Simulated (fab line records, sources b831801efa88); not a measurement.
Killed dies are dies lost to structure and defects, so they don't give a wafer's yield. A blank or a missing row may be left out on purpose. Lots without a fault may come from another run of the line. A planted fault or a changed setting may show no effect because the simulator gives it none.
Which tool did it? | flow gf180mcu | 7 lots, 21 wafers sampled, at 4 steps of a route of 602

WHAT THE GAUGES READ, wafer by wafer
GF_M4_CD_MEAS_14: target cd 280 nm.
lot  | measured     | on        | cd_nm (nm)
L364 | day 24 10:22 | cd_sem-02 | - - -
L369 | day 25 21:27 | cd_sem-02 | 278.7 278.9 278.3
L377 | day 28 06:32 | cd_sem-02 | 281.3 281.3 280.6
L379 | day 28 19:12 | cd_sem-01 | 282.8 282.5 282.1
L381 | day 29 04:24 | cd_sem-01 | 277.8 279.0 278.6
L383 | day 29 19:41 | cd_sem-02 | 281.1 281.3 281.7
L386 | day 30 09:52 | cd_sem-01 | 279.2 278.0 278.7

WHICH TOOL RAN EACH LOT (tool, then ch and the chambers of the sampled wafers, then the start)
lot  | GF_V3_ETCH_17                                 | GF_V3_SPUTTER_21             | GF_M4_PEB_12
L364 | rie_diel-01 ch 0,2,3, day 23 11:35 or earlier | pvd_sputter-02, day 23 11:35 | litho_track-01, day 24 10:01
L369 | rie_diel-02 ch 2,3, day 24 23:25 or earlier   | pvd_sputter-02, day 24 23:25 | litho_track-01 ch 0, day 25 21:08
L377 | rie_diel-02 ch 0,1,2, day 27 08:59 or earlier | pvd_sputter-03, day 27 08:59 | litho_track-03 ch 0, day 28 06:11
L379 | rie_diel-02 ch 0,3, day 27 22:44 or earlier   | pvd_sputter-04, day 27 22:44 | litho_track-04 ch 0, day 28 18:47
L381 | rie_diel-04 ch 0,1,3, day 28 08:04 or earlier | pvd_sputter-04, day 28 08:04 | litho_track-03 ch 0, day 29 04:04
L383 | rie_diel-01 ch 1,2, day 28 23:41 or earlier   | pvd_sputter-02, day 28 23:41 | litho_track-03 ch 0, day 29 19:22
L386 | rie_diel-04 ch 0,1,3, day 29 14:46 or earlier | pvd_sputter-04, day 29 14:46 | litho_track-04 ch 0, day 30 09:31
- GF_V3_ETCH_17: etches SiO2 in C4F8/O2/Ar, stops on TiN, target depth 635 nm.
- GF_V3_SPUTTER_21: material Ti, target thk 15 nm, time 80.02 s.
- GF_M4_PEB_12: peb time 90 s.

THE ANSWER, worked out from the rows above alone
Rule: what is usual is taken from the lots themselves. Put in order of their means at a reading, lots are off if they are a third of the lots or fewer, leave a main group of 4 or more, and stand apart from it by a gap of 3 or more times the standard deviation of the main group's means; of several such gaps the widest counts. A main group whose means are all the same, to the digits that the tables above print for the reading, isn't used. A lot without any number at a reading at which 4 lots or more have one is off too. The other lots that the step has rows for count as sound.
Off: L364, at GF_M4_CD_MEAS_14 (cd_nm). Without a number there: L364. The main group: mean 280.1 nm, standard deviation 1.6.
A tool fits if, at a process step before that reading, it ran every lot that is off, and no sound lot after the first of them. The gauges at GF_M4_CD_MEAS_14 are tried like those tools. GF_V3_ETCH_17 gives no start for some lots, so the hours and the order of its lots are those of GF_V3_SPUTTER_21. None of those tried fits.

WHAT THE SIMULATOR HAD PUT IN
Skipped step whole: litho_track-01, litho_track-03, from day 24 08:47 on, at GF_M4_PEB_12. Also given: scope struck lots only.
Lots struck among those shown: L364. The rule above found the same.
